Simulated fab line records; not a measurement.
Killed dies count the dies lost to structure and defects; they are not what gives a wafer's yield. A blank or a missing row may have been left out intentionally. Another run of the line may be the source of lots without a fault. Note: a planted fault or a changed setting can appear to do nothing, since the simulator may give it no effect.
Chamber matching :: flow sky130 :: SKY_FIELD_ISO_CMP_27 on cmp-02 has 4 sister chambers
The step polishes, stops on Si3N4, t overpolish 16 s, target thk 457.8 nm. 14 wafers are shown with their chamber, then 7 later ones without.

== EACH WAFER AND ITS CHAMBER ==
wafer: L262.1
chamber: 1
motor-current-A (A): 10.5
time-to-endpoint-s (s): 108
edge-zone-pressure-frac: 1.007

wafer: L262.4
chamber: 0
motor-current-A (A): 12.0
time-to-endpoint-s (s): 109
edge-zone-pressure-frac: 0.998

wafer: L262.5
chamber: 1
motor-current-A (A): 10.5
time-to-endpoint-s (s): 105
edge-zone-pressure-frac: 1.002

wafer: L264.2
chamber: 1
motor-current-A (A): 11.3
time-to-endpoint-s (s): 113
edge-zone-pressure-frac: 0.994

wafer: L264.3
chamber: 0
motor-current-A (A): 12.2
time-to-endpoint-s (s): 110
edge-zone-pressure-frac: 1.006

wafer: L264.5
chamber: 3
motor-current-A (A): 12.3
time-to-endpoint-s (s): 111
edge-zone-pressure-frac: 0.995

wafer: L267.1
chamber: 3
motor-current-A (A): 11.7
time-to-endpoint-s (s): 112
edge-zone-pressure-frac: 0.998

wafer: L267.2
chamber: 1
motor-current-A (A): 10.6
time-to-endpoint-s (s): 111
edge-zone-pressure-frac: 0.999

wafer: L267.4
chamber: 0
motor-current-A (A): 11.7
time-to-endpoint-s (s): 112
edge-zone-pressure-frac: 0.995

wafer: L275.1
chamber: 1
motor-current-A (A): 10.6
time-to-endpoint-s (s): 111
edge-zone-pressure-frac: 0.999

wafer: L275.2
chamber: 3
motor-current-A (A): 12.4
time-to-endpoint-s (s): 109
edge-zone-pressure-frac: 0.984

wafer: L275.6
chamber: 0
motor-current-A (A): 12.1
time-to-endpoint-s (s): 111
edge-zone-pressure-frac: 0.995

wafer: L279.2
chamber: 1
motor-current-A (A): 10.7
time-to-endpoint-s (s): 117
edge-zone-pressure-frac: 0.999

wafer: L279.4
chamber: 2
motor-current-A (A): 12.0
time-to-endpoint-s (s): 117
edge-zone-pressure-frac: 1.005

SIGNATURES (means of the wafers above)
reading: motor-current-A
chamber 0: 12.000
chamber 1: 10.700
chamber 2: 12.000
chamber 3: 12.133
scatter within a chamber: 0.298

reading: time-to-endpoint-s
chamber 0: 110.50
chamber 1: 110.83
chamber 2: 117.00
chamber 3: 110.67
scatter within a chamber: 3.07

reading: edge-zone-pressure-frac
chamber 0: 0.99850
chamber 1: 1.00000
chamber 2: 1.00500
chamber 3: 0.99233
scatter within a chamber: 0.00531
Rule: for each reading, subtract the chamber's mean from the wafer's reading, divide by that reading's scatter and square the result; add these up over the readings and take the root, which gives the wafer's distance from the chamber. The wafer belongs to the nearest chamber; if the next one is less than 2 further off, it can't be placed. How the scatter is found: for the shown wafers, subtract from each reading the mean of its chamber, square and add these, divide the total by (wafers less chambers), then take the root.

== WAFERS WITHOUT THEIR CHAMBER ==
wafer: L279.6
motor-current-A (A): 12.0
time-to-endpoint-s (s): 117
edge-zone-pressure-frac: 1.001

wafer: L281.1
motor-current-A (A): 12.3
time-to-endpoint-s (s): 116
edge-zone-pressure-frac: 1.004

wafer: L281.2
motor-current-A (A): 12.0
time-to-endpoint-s (s): 112
edge-zone-pressure-frac: 1.002

wafer: L281.5
motor-current-A (A): 11.8
time-to-endpoint-s (s): 118
edge-zone-pressure-frac: 1.004

wafer: L282.1
motor-current-A (A): 10.5
time-to-endpoint-s (s): 114
edge-zone-pressure-frac: 0.999

wafer: L282.2
motor-current-A (A): 12.1
time-to-endpoint-s (s): 114
edge-zone-pressure-frac: 0.997

wafer: L282.4
motor-current-A (A): 11.7
time-to-endpoint-s (s): 109
edge-zone-pressure-frac: 1.001

== WHICH CHAMBER EACH WENT THROUGH ==
wafer: L279.6
from the rows above: can't be placed: 2 or 0 or 3
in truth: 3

wafer: L281.1
from the rows above: can't be placed: 2 or 0 or 3
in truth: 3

wafer: L281.2
from the rows above: can't be placed: 0 or 2 or 3
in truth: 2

wafer: L281.5
from the rows above: can't be placed: 2 or 0
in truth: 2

wafer: L282.1
from the rows above: 1
in truth: 1

wafer: L282.2
from the rows above: can't be placed: 0 or 3 or 2
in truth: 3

wafer: L282.4
from the rows above: can't be placed: 0 or 3 or 2
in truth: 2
Correct placement for 1 of the 7. Can't be placed from these rows: 6 (the true chamber is among the candidates in 6). Wrongly placed: 0.
